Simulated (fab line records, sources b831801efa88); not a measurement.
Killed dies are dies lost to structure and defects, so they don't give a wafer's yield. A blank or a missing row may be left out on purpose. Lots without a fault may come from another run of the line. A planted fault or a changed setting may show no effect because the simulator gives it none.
One fault seen from 2 desks | flow gf180mcu | each desk has only its own numbers; what lay behind them comes last

THE METROLOGY DESK
What the gauges read, lot by lot, whatever tool the lot ran on: means of the sampled wafers that have a number. A lot is out of limits, marked OUT, if its mean lies more than 4 standard deviations from the usual mean; the brackets give that distance.
Columns: A = cd_nm at GF_V2_CD_MEAS_14, usual 259.9 nm; B = V2_W_THK at GF_V2_THK_MEAS_25, usual 338 nm
lot  | first seen here | A                | B
L818 | day 20 12:28    | 260.0            | 336
L819 | day 20 22:36    | 260.4            | 339
L820 | day 21 11:42    | 260.2            | 333
L821 | day 21 15:58    | 257.5            | 338
L825 | day 23 07:30    | 252.5 (-5.7) OUT | 333
L826 | day 23 09:15    | 251.0 (-6.9) OUT | 345
L831 | day 24 22:58    | 259.1            | 333
L833 | day 25 14:08    | 261.2            | 341
L836 | day 26 18:03    | 260.8            | 344
L840 | day 27 19:34    | 260.5            | 343
L841 | day 28 00:02    | 261.5            | 344
This desk's finding: out of limits on L825, L826; first on L825, day 23 07:30 (cd_nm at GF_V2_CD_MEAS_14). In limits: L818, L819, L820, L821, L831, L833, L836, L840, L841.

THE TOOL OWNER'S DESK: krf_scanner-02
The tool's own readings at GF_V2_EXPOSE_11 (exposes mask Via2, target cd 260 nm): means of the sampled wafers that have a number, for each lot that ran on this tool. A lot is out of limits, marked OUT, if its mean lies more than 4 standard deviations from the usual mean; the brackets give that distance.
Columns: A = exposure_dose_mJ_cm2 at GF_V2_EXPOSE_11, usual 37.80
lot  | first seen here | A
L818 | day 20 00:19    | 37.84
L820 | day 21 00:14    | 37.80
L821 | day 21 04:21    | 37.81
L825 | day 22 20:08    | 35.89 (-52) OUT
L826 | day 22 22:24    | 35.88 (-52) OUT
This desk's finding: out of limits on L825, L826; first on L825, day 22 20:08 (exposure_dose_mJ_cm2 at GF_V2_EXPOSE_11). In limits: L818, L820, L821.

PUT TOGETHER
The tool owner's desk could have raised an alarm at day 22 20:08, on L825, L826.
The metrology desk could have raised an alarm at day 23 07:30, on L825, L826.
Of the lots named, all ran GF_V2_EXPOSE_11 on krf_scanner-02.

WHAT THE SIMULATOR HAD PUT IN
Process parameter drift: krf_scanner-02, from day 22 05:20 on, at GF_V2_EXPOSE_11. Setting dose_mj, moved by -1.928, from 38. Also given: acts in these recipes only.
Lots struck among those shown: L825, L826.
Hours from the fault's start to each desk's first reading out of limits: the tool owner's desk, 15; the metrology desk, 26.
